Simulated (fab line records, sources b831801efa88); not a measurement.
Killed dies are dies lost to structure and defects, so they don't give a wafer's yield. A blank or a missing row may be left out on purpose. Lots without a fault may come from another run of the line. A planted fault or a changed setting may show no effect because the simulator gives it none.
Split-lot experiment | flow sfq_line | 5 lots, 27 wafers read, on a route of 325 steps

THE SPLIT
At SFQ_TRILAYER_L0_CAP_PECVD_011 (deposits SiO2 from SiH4/N2O, time 13.333 s, target thk 60 nm), the setting time_s was moved away from the recipe's 13.333 s on 6 of the 27 wafers read, by +21.5% to +26.5%. The other wafers ran this setting at the recipe's value.

FROM THE SPLIT TO THE READING: what the file shows between them, 3 steps
- SFQ_TRILAYER_L0_VIA_LITHO_COAT_018: resist thk 62 nm
- SFQ_TRILAYER_L0_VIA_LITHO_COAT_013: resist thk 650 nm
- SFQ_TRILAYER_L0_VIA_BARC_OPEN_VIA_ETCH_021: etches BARC in O2, target depth 125 nm, time 41.7 s

THE READING
oes_product_au, in a.u., at SFQ_TRILAYER_L0_VIA_ETCH_VIA_ETCH_016 (etches SiO2 in CHF3, stops on MoNx KI, target depth 80 nm). Fault-free wafers of this fab line usually give 0.839 a.u., standard deviation 0.0078 a.u..

wafer  | tool, chamber at the split | time_s as run, s | against the recipe | oes_product_au, a.u. | against lot-mates on the recipe
L074.3 | pecvd-02, 0                | 13.333           | recipe             | 0.824                | -
L074.5 | pecvd-02, 0                | 13.333           | recipe             | 0.831                | -
L074.6 | pecvd-02, 2                | 13.333           | recipe             | 0.842                | -
L076.1 | pecvd-02, 0                | 13.333           | recipe             | 0.833                | -
L076.2 | pecvd-02, 2                | 13.333           | recipe             | 0.832                | -
L076.3 | pecvd-02, 1                | 13.333           | recipe             | 0.828                | -
L076.4 | pecvd-02, 1                | 13.333           | recipe             | 0.841                | -
L076.5 | pecvd-02, 2                | 13.333           | recipe             | 0.847                | -
L076.6 | pecvd-02, 0                | 13.333           | recipe             | 0.839                | -
L077.1 | pecvd-02, 1                | 13.333           | recipe             | 0.833                | -
L077.2 | pecvd-02, 0                | 13.333           | recipe             | 0.832                | -
L077.3 | pecvd-02, 2                | 13.333           | recipe             | 0.826                | -
L077.4 | pecvd-02, 0                | 13.333           | recipe             | 0.844                | -
L077.5 | pecvd-02, 1                | 13.333           | recipe             | 0.844                | -
L077.6 | pecvd-02, 2                | 13.333           | recipe             | 0.837                | -
L081.1 | pecvd-04, 1                | 16.86            | +26.5%             | 0.964                | +0.124
L081.2 | pecvd-04, 0                | 16.86            | +26.5%             | 0.957                | +0.117
L081.3 | pecvd-04, 2                | 13.333           | recipe             | 0.839                | -
L081.4 | pecvd-04, 2                | 13.333           | recipe             | 0.840                | -
L081.5 | pecvd-04, 1                | 16.86            | +26.5%             | 0.973                | +0.133
L081.6 | pecvd-04, 0                | 13.333           | recipe             | 0.841                | -
L084.1 | pecvd-04, 2                | 13.333           | recipe             | 0.832                | -
L084.2 | pecvd-04, 1                | 16.2             | +21.5%             | 0.941                | +0.105
L084.3 | pecvd-04, 0                | 13.333           | recipe             | 0.838                | -
L084.4 | pecvd-04, 0                | 16.2             | +21.5%             | 0.946                | +0.110
L084.5 | pecvd-04, 1                | 13.333           | recipe             | 0.838                | -
L084.6 | pecvd-04, 2                | 16.2             | +21.5%             | 0.956                | +0.120

THE FIT
A straight line over all 27 wafers: oes_product_au changes by +0.00498 a.u. for each +1% of time_s; r = +0.99; the points scatter about the line by 0.0067 a.u..
The same after taking each lot's own level away (the mean of its wafers on the recipe; 27 wafers): +0.0049 a.u. for each +1%; r = +0.99; scatter 0.0067 a.u..
On that fit, the largest move of time_s shifts the reading by 0.13 a.u..
The lots' own levels span 0.8323 to 0.8400 a.u., that is 1.0 times the standard deviation above.
So the lot-to-lot level changes the slope little: the two slopes agree.
Check: with one of the wafers moved furthest among these (+26.5%) left out of the fit, the line predicts +0.131 a.u. for it against its lot-mates. It came out at +0.124 a.u. against them.

OTHER SPLITS ON THESE WAFERS
These wafers also went through other splits before the reading. Each is held against what the fit with the lots' levels taken away leaves over:
other split on the same wafers                | wafers away from the commonest value | r with oes_product_au (lot level and that fit taken away)
SFQ_TRILAYER_INCOMING_OXIDATION_002 ox_time_s | 21                                   | +0.19

THE WHOLE CHAIN: every reading that the file lists as answering this split, in the file's order
step                                  | what it does                                                 | reading                                                                                   | change (the file's fit)                   | r (the file's)
SFQ_TRILAYER_L0_CAP_PECVD_011         | deposits SiO2 from SiH4/N2O, time 13.333 s, target thk 60 nm | SiO2_of_TRILAYER_L0_CAP_PECVD_011.thk_nm (the simulator's own value, which no gauge read) | +0.614 nm for each +1% of the setting     | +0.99
SFQ_TRILAYER_L0_VIA_ETCH_VIA_ETCH_016 | etches SiO2 in CHF3, stops on MoNx KI, target depth 80 nm    | oes_product_au                                                                            | +0.00491 a.u. for each +1% of the setting | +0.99
SFQ_TRILAYER_L0_VIA_ETCH_VIA_ETCH_016 | etches SiO2 in CHF3, stops on MoNx KI, target depth 80 nm    | L0V.feature_depth_nm (the simulator's own value, which no gauge read)                     | +0.614 nm for each +1% of the setting     | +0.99
SFQ_TRILAYER_L0_VIA_ETCH_VIA_ETCH_016 | etches SiO2 in CHF3, stops on MoNx KI, target depth 80 nm    | etch.depth_nm (the simulator's own value, which no gauge read)                            | +0.596 nm for each +1% of the setting     | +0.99

THE FILE'S OWN FIT
oes_product_au changes by +0.00491 a.u. for each +1% of time_s, r = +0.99.
